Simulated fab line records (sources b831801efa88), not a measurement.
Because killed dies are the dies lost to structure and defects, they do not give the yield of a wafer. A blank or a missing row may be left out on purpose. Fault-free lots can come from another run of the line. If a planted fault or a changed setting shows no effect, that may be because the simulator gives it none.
fab line records	flow sky130
record lots=14	wafers=42	last-day=50
route steps=708 shown LOCAL_INTERCONNECT@389 CONTACT@431 METAL1@450 VIA1@458
lots that met no fault: taken from a fault-free run of the same line
start-h: start of the lot's first displayed wafer, in hours after the record's first day	wait-h: hours elapsed since this lot's preceding step	" as in the row above	L1.1+2: a single row standing in for several wafers	- either no value or no given start	* or withheld: withheld	< > ~ a bound
route shown NAME@n: a module of which the file shows steps, and the number in the route of the first	usual: mean and standard deviation over wafers with no fault	same: alike in all rows	chamber/n: place in a boat	sites: each site's reading	_std_site: the standard deviation of these	_edge_site: inner sites' mean taken away from outer sites' mean	radius-mm: how far each site lies from the wafer's centre	mask NAME#n: copy n	behind: the tool/chamber that last shaped the wafer	hold: why the lot went on hold/how many hours it stayed there/how the hold came to an end	device: transistor that didn't switch, given as n, p or np	end of line: the same wafers' tests at the end of the route	a step with no rows: only its recipe	killed: dies lost to structure and defects at the first sort, not the wafer's yield	map: dies across one wafer; x = killed, . = not, _ = none there
set.NAME: setting as actually run; set.NAME@STEP: the setting as run at that earlier step	model.NAME: the simulator's own value behind a step, which no gauge read
steps of the route over a sample of lots; a table a step, a row a wafer
services: a tool's chamber out of use, with start hour (start-h, from the record's first day; less than 0 if before it), hours out, and reason
## steps
# step SKY_LOCAL_INTERCONNECT_THK_MEAS_02
# recipe thk-meas-gauge=xrf	reads=TiN_of_LOCAL_INTERCONNECT_SPUTTER_00
# usual LOCAL_INTERCONNECT_TIN_THK=99.7/1.4
lot.wafer	tool	chamber	start-h	wait-h	LOCAL_INTERCONNECT_TIN_THK[nm]
L459.1	film-metro-03	-	677.87	0.1	97.9
L459.3	"	-	"	"	99.5
L459.4	"	-	"	"	99.2
L460.1	film-metro-04	-	687.41	0.1	102.0
L460.5	"	-	"	"	100.1
L460.6	"	-	"	"	101.4
L461.1	film-metro-04	-	696.00	0.1	98.5
L461.3	"	-	"	"	97.0
L461.5	"	-	"	"	98.8
L463.2	film-metro-03	-	718.36	0.1	97.9
L463.5	"	-	"	"	98.3
L463.6	"	-	"	"	100.9
L464.2	film-metro-03	-	723.34	0.1	98.7
L464.4	"	-	"	"	98.4
L464.6	"	-	"	"	99.1
L465.2	film-metro-04	-	724.88	0.1	100.1
L465.3	"	-	"	"	99.5
L465.6	"	-	"	"	100.3
L466.2	film-metro-04	-	734.55	0.1	100.4
L466.5	"	-	"	"	104.1
L466.6	"	-	"	"	99.8
L467.3	film-metro-03	-	744.89	0.1	100.9
L467.5	"	-	"	"	100.4
L467.6	"	-	"	"	100.6
L468.2	film-metro-03	-	752.31	0.1	101.5
L468.5	"	-	"	"	102.0
L468.6	"	-	"	"	99.3
L469.4	film-metro-04	-	758.63	0.1	98.8
L469.5	"	-	"	"	99.6
L469.6	"	-	"	"	98.9
L476.1	film-metro-04	-	815.48	0.1	99.5
L476.2	"	-	"	"	99.9
L476.4	"	-	"	"	100.4
L477.3	film-metro-02	-	818.74	0.1	98.3
L477.4	"	-	"	"	99.2
L477.5	"	-	"	"	98.7
L479.3	film-metro-02	-	830.07	0.1	98.7
L479.5	"	-	"	"	98.8
L479.6	"	-	"	"	100.7
L482.1	film-metro-03	-	859.81	0.1	100.7
L482.5	"	-	"	"	98.4
L482.6	"	-	"	"	99.1
# step SKY_CONTACT_RS_MEAS_25
# recipe thk-meas-gauge=four-point-probe	reads=W_of_CONTACT_CVD_24+TiN_of_CONTACT_SPUTTER_23
# usual CONTACT_W_RS=0.336/0.0045
lot.wafer	tool	chamber	start-h	wait-h	CONTACT_W_RS[ohm/sq]
L459.1	film-metro-01	-	737.22	0.1	0.335
L459.3	"	-	"	"	0.337
L459.4	"	-	"	"	0.337
L460.1	film-metro-01	-	745.84	0.1	0.336
L460.5	"	-	"	"	0.338
L460.6	"	-	"	"	0.339
L461.1	film-metro-02	-	753.72	0.1	0.337
L461.3	"	-	"	"	0.334
L461.5	"	-	"	"	0.335
L463.2	film-metro-02	-	776.32	0.1	0.339
L463.5	"	-	"	"	0.341
L463.6	"	-	"	"	0.335
L464.2	film-metro-02	-	779.81	0.1	0.336
L464.4	"	-	"	"	0.338
L464.6	"	-	"	"	0.342
L465.2	film-metro-02	-	780.53	0.1	0.335
L465.3	"	-	"	"	0.334
L465.6	"	-	"	"	0.335
L466.2	film-metro-02	-	790.93	0.1	0.332
L466.5	"	-	"	"	0.334
L466.6	"	-	"	"	0.329
L467.3	film-metro-02	-	801.70	0.1	0.342
L467.5	"	-	"	"	0.339
L467.6	"	-	"	"	0.341
L468.2	film-metro-04	-	807.44	0.1	0.328
L468.5	"	-	"	"	0.336
L468.6	"	-	"	"	0.328
L469.4	film-metro-02	-	813.86	0.1	0.340
L469.5	"	-	"	"	0.335
L469.6	"	-	"	"	0.338
L476.1	film-metro-02	-	870.42	0.1	0.333
L476.2	"	-	"	"	0.341
L476.4	"	-	"	"	0.338
L477.3	film-metro-02	-	873.19	0.1	0.328
L477.4	"	-	"	"	0.336
L477.5	"	-	"	"	0.338
L479.3	film-metro-02	-	883.83	0.1	0.334
L479.5	"	-	"	"	0.335
L479.6	"	-	"	"	0.328
L482.1	film-metro-04	-	913.45	0.1	0.346
L482.5	"	-	"	"	0.342
L482.6	"	-	"	"	0.339
# step SKY_METAL1_OVL_MEAS_16
# usual METAL1_OVL=8/4.5
lot.wafer	tool	chamber	start-h	wait-h	METAL1_OVL[nm]
L459.1	overlay-01	-	772.53	0.1	-6
L459.3	"	-	"	"	-1
L459.4	"	-	"	"	-4
L460.1	overlay-01	-	773.43	0.1	9
L460.5	"	-	"	"	8
L460.6	"	-	"	"	9
L461.1	overlay-01	-	780.73	0.1	5
L461.3	"	-	"	"	5
L461.5	"	-	"	"	3
L463.2	overlay-01	-	803.69	0.1	3
L463.5	"	-	"	"	5
L463.6	"	-	"	"	4
L464.2	overlay-01	-	807.44	0.1	12
L464.4	"	-	"	"	9
L464.6	"	-	"	"	10
L465.2	overlay-02	-	808.29	0.1	6
L465.3	"	-	"	"	7
L465.6	"	-	"	"	1
L466.2	overlay-02	-	817.69	0.1	12
L466.5	"	-	"	"	9
L466.6	"	-	"	"	10
L467.3	overlay-01	-	829.49	0.1	14
L467.5	"	-	"	"	6
L467.6	"	-	"	"	10
L468.2	overlay-02	-	834.74	0.1	7
L468.5	"	-	"	"	9
L468.6	"	-	"	"	9
L469.4	overlay-02	-	841.25	0.1	2
L469.5	"	-	"	"	9
L469.6	"	-	"	"	4
L476.1	overlay-01	-	897.28	0.1	2
L476.2	"	-	"	"	5
L476.4	"	-	"	"	-2
L477.3	overlay-01	-	899.64	0.1	7
L477.4	"	-	"	"	7
L477.5	"	-	"	"	6
L479.3	overlay-01	-	909.39	0.1	-1
L479.5	"	-	"	"	14
L479.6	"	-	"	"	14
L482.1	overlay-01	-	939.23	0.1	8
L482.5	"	-	"	"	12
L482.6	"	-	"	"	9
# step SKY_VIA1_HDPCVD_00
# recipe material=SiO2	target-thk-nm=1030	sigma-open-frac=0.3	time-s=171.7	temp-c=400	sih4-flow-sccm=60	pressure-mtorr=6
# usual sih4-flow-sccm=59.97/0.15	susceptor-temp-C=400.01/0.23
# same time-s=171.7
lot.wafer	tool	chamber	start-h	wait-h	sih4-flow-sccm	susceptor-temp-C
L459.1	hdpcvd-02	0	773.35	0.0	59.79	400.14
L459.3	"	1	"	"	60.11	400.48
L459.4	"	0	"	"	60.00	400.13
L460.1	hdpcvd-01	0	774.28	0.0	59.77	400.10
L460.5	"	0	"	"	60.01	400.59
L460.6	"	1	"	"	59.92	399.58
L461.1	hdpcvd-01	1	781.58	0.0	59.94	399.45
L461.3	"	0	"	"	59.93	400.02
L461.5	"	1	"	"	59.92	399.61
L463.2	hdpcvd-02	2	804.49	0.0	59.97	399.95
L463.5	"	2	"	"	59.83	399.99
L463.6	"	0	"	"	59.96	399.74
L464.2	hdpcvd-01	2	808.25	0.0	59.92	400.18
L464.4	"	0	"	"	59.97	399.90
L464.6	"	1	"	"	60.11	399.91
L465.2	hdpcvd-02	1	809.13	0.0	60.00	399.99
L465.3	"	2	"	"	59.95	399.97
L465.6	"	1	"	"	59.95	400.07
L466.2	hdpcvd-02	1	818.50	0.0	60.13	400.09
L466.5	"	2	"	"	60.14	399.97
L466.6	"	0	"	"	59.95	400.09
L467.3	hdpcvd-01	2	830.39	0.0	60.01	399.77
L467.5	"	2	"	"	60.05	399.60
L467.6	"	0	"	"	60.09	400.21
L468.2	hdpcvd-02	2	835.54	0.0	60.07	399.75
L468.5	"	1	"	"	59.75	400.16
L468.6	"	0	"	"	59.84	399.99
L469.4	hdpcvd-02	2	842.11	0.1	59.88	400.04
L469.5	"	0	"	"	59.85	399.79
L469.6	"	1	"	"	59.83	400.07
L476.1	hdpcvd-02	1	898.09	0.0	59.97	400.00
L476.2	"	0	"	"	89.97	400.29
L476.4	"	1	"	"	59.96	399.80
L477.3	hdpcvd-02	0	900.44	0.0	90.19	400.39
L477.4	"	2	"	"	59.93	400.37
L477.5	"	0	"	"	89.93	400.15
L479.3	hdpcvd-01	2	910.19	0.0	59.93	399.52
L479.5	"	1	"	"	60.04	400.06
L479.6	"	0	"	"	59.74	400.27
L482.1	hdpcvd-01	1	940.04	0.0	60.28	399.74
L482.5	"	1	"	"	60.08	399.99
L482.6	"	0	"	"	59.95	399.94
# step SKY_VIA1_THK_MEAS_01
# recipe reads=SiO2_of_VIA1_HDPCVD_00
# usual VIA1_HDPCVD_THK=1030/11
lot.wafer	tool	chamber	start-h	wait-h	VIA1_HDPCVD_THK[nm]
L459.1	film-metro-03	-	773.46	0.1	1023
L459.3	"	-	"	"	1051
L459.4	"	-	"	"	1029
L460.1	film-metro-03	-	774.39	0.1	1028
L460.5	"	-	"	"	1034
L460.6	"	-	"	"	1017
L461.1	film-metro-03	-	781.69	0.1	1013
L461.3	"	-	"	"	1030
L461.5	"	-	"	"	1012
L463.2	film-metro-02	-	804.62	0.1	1026
L463.5	"	-	"	"	1029
L463.6	"	-	"	"	1021
L464.2	film-metro-01	-	808.37	0.1	1028
L464.4	"	-	"	"	1036
L464.6	"	-	"	"	1010
L465.2	film-metro-02	-	809.25	0.1	1028
L465.3	"	-	"	"	1030
L465.6	"	-	"	"	1027
L466.2	film-metro-01	-	818.62	0.1	1052
L466.5	"	-	"	"	1046
L466.6	"	-	"	"	1034
L467.3	film-metro-01	-	830.52	0.1	1045
L467.5	"	-	"	"	1045
L467.6	"	-	"	"	1034
L468.2	film-metro-03	-	835.67	0.1	1033
L468.5	"	-	"	"	1052
L468.6	"	-	"	"	1019
L469.4	film-metro-03	-	842.20	0.0	1035
L469.5	"	-	"	"	1036
L469.6	"	-	"	"	1062
L476.1	film-metro-03	-	898.21	0.1	1040
L476.2	"	-	"	"	1531
L476.4	"	-	"	"	1049
L477.3	film-metro-02	-	900.58	0.1	1534
L477.4	"	-	"	"	1025
L477.5	"	-	"	"	1534
L479.3	film-metro-02	-	910.32	0.1	1033
L479.5	"	-	"	"	1025
L479.6	"	-	"	"	1021
L482.1	film-metro-03	-	940.15	0.1	1022
L482.5	"	-	"	"	1023
L482.6	"	-	"	"	1030
## services
tool	chamber	start-h	hours	kind
hdpcvd-02	0	781.47	3.9	repair
hdpcvd-02	-	811.96	1.4	repair
hdpcvd-02	-	820.03	2.8	pm
hdpcvd-02	-	851.86	12.6	repair
hdpcvd-02	1	890.14	5.6	repair
hdpcvd-02	2	920.79	21.5	repair
## key
first-sign step=SKY_VIA1_HDPCVD_00	reading=sih4-flow-sccm	direction=up	sigmas=99+	usual=59.97	struck=90.03
effect step=SKY_VIA1_THK_MEAS_01	reading=VIA1_HDPCVD_THK	direction=up	sigmas=45	usual=1030	struck=1533
met-at SKY_VIA1_HDPCVD_00
struck-lots L476,L477
struck-wafers L476.2,L477.3,L477.5
sort-left-out L476.2
not-acting-at SKY_LOCAL_INTERCONNECT_THK_MEAS_02,SKY_CONTACT_RS_MEAS_25,SKY_METAL1_OVL_MEAS_16
onset-between 842.11 898.09
fault kind=process-parameter-drift	tool=hdpcvd-02	chamber=0	onset-h=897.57	steps=SKY_VIA1_HDPCVD_00	channel=sih4-flow-sccm	offset=30	shape=step	end-h=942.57	acts-in=these-recipes-only	stated=60
# sort-left-out: the simulated sort isn't trusted on such a fault, so these wafers' sort isn't shown, and their yield isn't known
